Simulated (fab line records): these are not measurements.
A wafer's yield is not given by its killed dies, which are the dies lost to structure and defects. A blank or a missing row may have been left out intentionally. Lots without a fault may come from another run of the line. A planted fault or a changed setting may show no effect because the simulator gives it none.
The tool behind it: which one? / flow gf180mcu / route of 602 steps, sampled at 1 step: 6 lots, 18 wafers

## WHAT EACH GAUGE READ, for each wafer
GF_HV_LDD_TW_MEAS_11.
lot=L149; measured=day 10 17:27; on=filmMetro-03; HV_LDD_TW=2398 2396 2408
lot=L151; measured=day 11 12:29; on=filmMetro-04; HV_LDD_TW=2371 2366 2373
lot=L156; measured=day 13 02:16; on=filmMetro-03; HV_LDD_TW=2392 2404 2390
lot=L163; measured=day 15 01:32; on=filmMetro-01; HV_LDD_TW=2414 2424 2423
lot=L166; measured=day 16 00:35; on=filmMetro-01; HV_LDD_TW=2400 2401 2389
lot=L168; measured=day 16 22:02; on=filmMetro-01; HV_LDD_TW=2392 2388 2390

## WHICH TOOL RAN EACH LOT (tool, then ch and the chambers of the sampled wafers, then the start)
There is no process step in the record ahead of these readings.

## THE ANSWER, worked out from the rows above alone
Rule: the usual values come from the lots themselves. Put in order of their means at a reading, lots are off if they are a third of the lots or fewer, leave a main group of 4 or more, and stand apart from it by a gap of 3 or more times the standard deviation of the main group's means; of several such gaps the widest counts. A main group is skipped when, at the precision printed for the reading in the tables above, its means are all equal. A lot without any number at a reading at which 4 lots or more have one is off too. The other lots that the step has rows for count as sound.
None of the lots is off at any reading shown; this tells nothing.

## WHAT HAD BEEN PUT IN BY THE SIMULATOR
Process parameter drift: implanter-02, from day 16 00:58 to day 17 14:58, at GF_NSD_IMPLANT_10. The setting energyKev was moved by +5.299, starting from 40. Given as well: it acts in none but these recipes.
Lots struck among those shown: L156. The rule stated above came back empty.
